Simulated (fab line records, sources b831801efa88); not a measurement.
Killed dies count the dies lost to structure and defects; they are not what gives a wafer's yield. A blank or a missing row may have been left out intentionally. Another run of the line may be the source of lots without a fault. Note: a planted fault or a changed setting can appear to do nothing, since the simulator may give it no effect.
Which tool is to blame?    flow gf180mcu    Sampling: 13 lots, 39 wafers, 6 of 602 route steps

== WHAT THE GAUGES READ, wafer by wafer ==
GF_HV_LDD_CD_MEAS_07 targets a cd of 400 nm. Usual: 400.4 nm for cd nm, sd 1.9.
lot   measured      on         cd nm (nm)         flag
L650  day 10 04:31  cd sem-02  397.6 398.8 399.2  
L651  day 10 18:22  cd sem-02  402.0 399.3 402.2  
L652  day 10 21:08  cd sem-02  399.7 400.1 401.0  
L653  day 11 02:10  cd sem-02  400.6 399.9 400.8  
L654  day 11 08:17  cd sem-01  400.0 401.1 401.7  
L655  day 11 14:35  cd sem-02  401.4 400.9 404.1  
L658  day 12 16:08  cd sem-02  398.7 397.2 398.6  
L659  day 12 21:29  cd sem-02  399.7 401.0 398.9  
L660  day 12 22:41  cd sem-02  402.0 404.2 400.7  
L666  day 14 23:44  cd sem-02  404.5 405.7 404.0  
L670  day 16 01:05  cd sem-01  398.2 399.7 398.3  
L672  day 16 16:13  cd sem-02  402.6 401.6 403.1  
L673  day 16 21:28  cd sem-01  399.6 402.5 401.0  

GF_HV_LDD_TW_MEAS_11. Usual: HV_LDD_TW 2430, standard deviation 24.
lot   measured      on             HV_LDD_TW       flag
L650  day 10 04:55  film metro-03  2444 2428 2447  
L651  day 10 18:46  film metro-04  2401 2407 2401  
L652  day 10 21:32  film metro-04  2419 2416 2407  
L653  day 11 02:34  film metro-04  2403 2385 2385  
L654  day 11 08:42  film metro-03  2458 2467 2465  
L655  day 11 14:58  film metro-04  2398 2399 2390  
L658  day 12 16:32  film metro-02  2336 2338 2326  OFF
L659  day 12 21:54  film metro-02  2430 2417 2430  
L660  day 12 23:06  film metro-04  2317 2318 2312  OFF
L666  day 15 00:08  film metro-03  2445 2437 2445  
L670  day 16 01:29  film metro-03  2465 2462 2461  
L672  day 16 16:37  film metro-03  2466 2469 2453  
L673  day 16 21:52  film metro-03  2441 2463 2446  

GF_HV_LDD_TW_MEAS_23. Usual: HV_LDD_2_TW 1061, standard deviation 9.6.
lot   measured      on             HV_LDD_2_TW     flag
L650  day 10 23:09  film metro-04  1054 1051 1049  
L651  day 11 13:12  film metro-02  1057 1057 1066  
L652  day 11 16:02  film metro-04  1042 1050 1049  
L653  day 11 20:53  film metro-04  1045 1050 1048  
L654  day 12 03:48  film metro-02  1054 1056 1059  
L655  day 12 10:43  film metro-03  1074 1076 1071  
L658  day 13 12:30  film metro-03  1071 1068 1066  
L659  day 13 18:33  film metro-02  1062 1066 1061  
L660  day 13 19:27  film metro-02  1057 1055 1057  
L666  day 15 21:38  film metro-03  1078 1071 1071  
L670  day 17 00:10  film metro-02  1059 1058 1065  
L672  day 17 15:42  film metro-04  1047 1046 1046  
L673  day 17 20:40  film metro-02  1058 1060 1061  

GF_HV_LDD_RS_MEAS_53: a four-point-probe measurement. Usual: HV_LDD_RS 418.2 ohm/sq, standard deviation 1.1.
lot   measured      on             HV_LDD_RS (ohm/sq)  flag
L650  day 12 14:10  film metro-04  416.7 417.6 418.2   
L651  day 13 04:56  film metro-03  418.6 419.5 418.8   
L652  day 13 08:13  film metro-03  418.2 416.9 417.8   
L653  day 13 12:44  film metro-04  418.2 418.8 418.0   
L654  day 13 20:26  film metro-04  416.6 416.5 417.7   
L655  day 14 03:17  film metro-03  418.2 418.1 417.9   
L658  day 15 07:10  film metro-04  418.9 419.2 419.5   
L659  day 15 13:54  film metro-02  417.6 417.8 417.6   
L660  day 15 15:43  film metro-02  423.9 422.2 423.7   OFF
L666  day 17 19:11  film metro-04  417.3 417.7 418.3   
L670  day 18 23:51  film metro-04  416.3 416.9 417.1   
L672  day 19 16:58  film metro-04  417.9 417.7 417.6   
L673  day 19 22:13  film metro-04  416.5 415.7 417.4   

== EACH LOT AND THE TOOL THAT RAN IT (in order: tool; ch and the chambers of the sampled wafers; start) ==
lot   GF_HV_LDD_IMPLANT_09             GF_HV_LDD_STRIP_10
L650  implanter-01 ch 0, day 10 04:40  plasma asher-04 ch 0,1, day 10 04:48
L651  implanter-02 ch 0, day 10 18:31  plasma asher-03 ch 0,1, day 10 18:39
L652  implanter-01 ch 0, day 10 21:17  plasma asher-04 ch 0,1, day 10 21:26
L653  implanter-02 ch 0, day 11 02:19  plasma asher-03 ch 0,1, day 11 02:27
L654  implanter-04 ch 0, day 11 08:27  plasma asher-03 ch 0,1, day 11 08:36
L655  implanter-01 ch 0, day 11 14:45  plasma asher-02 ch 0,1, day 11 14:53
L658  implanter-01 ch 0, day 12 16:17  plasma asher-03 ch 0,1, day 12 16:26
L659  implanter-02 ch 0, day 12 21:39  plasma asher-03 ch 0, day 12 21:48
L660  implanter-01 ch 0, day 12 22:51  plasma asher-03 ch 0,1, day 12 23:00
L666  implanter-04 ch 0, day 14 23:54  plasma asher-03 ch 0,1, day 15 00:01
L670  implanter-02 ch 0, day 16 01:14  plasma asher-03 ch 0,1, day 16 01:23
L672  implanter-04 ch 0, day 16 16:22  plasma asher-02 ch 0,1, day 16 16:30
L673  implanter-04 ch 0, day 16 21:38  plasma asher-02 ch 0,1, day 16 21:46
- GF_HV_LDD_IMPLANT_09
- GF_HV_LDD_STRIP_10: strips in O2/N2.

== AS READ BY THE TOOLS THEMSELVES (means over the sampled wafers that have a number; for cases with no such wafer, the mark the record gives instead) ==
GF_HV_LDD_IMPLANT_09. Usual: 39.999 for beam energy keV, sd 0.013.
lot   tool          beam energy keV  flag
L650  implanter-01  39.989           
L651  implanter-02  40.007           
L652  implanter-01  39.997           
L653  implanter-02  40.008           
L654  implanter-04  40.000           
L655  implanter-01  40.002           
L658  implanter-01  35.208           OFF
L659  implanter-02  39.977           
L660  implanter-01  35.204           OFF
L666  implanter-04  39.988           
L670  implanter-02  39.993           
L672  implanter-04  39.994           
L673  implanter-04  39.990           

GF_HV_LDD_STRIP_10. Usual: chamber pressure mTorr 1500.0 mTorr, standard deviation 1.2; drypump motor current A 5.6 A, standard deviation 0.54; heater power w 329 W, standard deviation 43; oes product au 0.715 a.u., standard deviation 0.0046; strip time to endpoint s 12.63 s, standard deviation 0.031.
lot   tool             chamber pressure mTorr (mTorr)  drypump motor current A (A)  heater power w (W)  oes product au (a.u.)  strip time to endpoint s (s)  flag
L650  plasma asher-04  1500.4                          5.8                          294                 0.715                  12.66                         
L651  plasma asher-03  1499.2                          5.8                          342                 0.717                  12.61                         
L652  plasma asher-04  1499.6                          6.1                          313                 0.718                  12.65                         
L653  plasma asher-03  1499.4                          5.7                          340                 0.713                  12.62                         
L654  plasma asher-03  1501.2                          5.7                          334                 0.717                  12.66                         
L655  plasma asher-02  1499.7                          5.5                          309                 0.714                  12.61                         
L658  plasma asher-03  1501.5                          5.4                          373                 0.710                  12.62                         
L659  plasma asher-03  1501.2                          5.2                          404                 0.717                  12.61                         
L660  plasma asher-03  1500.0                          5.4                          366                 0.715                  12.64                         
L666  plasma asher-03  1501.1                          5.7                          334                 0.712                  12.61                         
L670  plasma asher-03  1499.6                          5.5                          373                 0.716                  12.63                         
L672  plasma asher-02  1499.7                          5.5                          307                 0.718                  12.63                         
L673  plasma asher-02  1498.9                          5.1                          313                 0.714                  12.57                         

== THE ANSWER, worked out from the rows above alone ==
Rule: lot off if the mean of its wafers having a number is beyond 3 standard deviations from the usual mean. Also off: a lot with no number at a reading for which 4 or more lots have one. All remaining lots with rows at the step are treated as sound. First the gauges in route order, then the tools' own readings, where a lot's mean is used as printed above. The first step at which some lot is off is used, and at that step the reading that is off furthest; a lot without a number counts as furthest.
Off: L658, L660, seen at GF_HV_LDD_TW_MEAS_11 (HV_LDD_TW).
A tool fits if, at a process step before that reading, it ran every lot that is off, and no sound lot after the first of them. The gauges at GF_HV_LDD_TW_MEAS_11 aren't tried: what is off there is off at GF_HV_LDD_IMPLANT_09 too, on other tools, and a gauge's error can't cause that. One fits: GF_HV_LDD_IMPLANT_09 on implanter-01. A fault onset in the window from L655 (day 11 14:45, its last sound lot) to L658 (day 12 16:17, its first lot off) fits.
On the lots that are off, the tool's own readings at GF_HV_LDD_IMPLANT_09 differ by more than 5 times the standard deviation of the sound lots' means, which bears it out; beam energy keV reads 35.206 there versus 39.995 on the sound lots.

== WHAT THE SIMULATOR PUT IN ==
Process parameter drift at GF_HV_LDD_IMPLANT_09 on implanter-01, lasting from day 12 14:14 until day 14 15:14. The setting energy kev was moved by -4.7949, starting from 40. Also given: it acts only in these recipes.
Lots struck among those shown: L658, L660. The rule above reached the same finding.
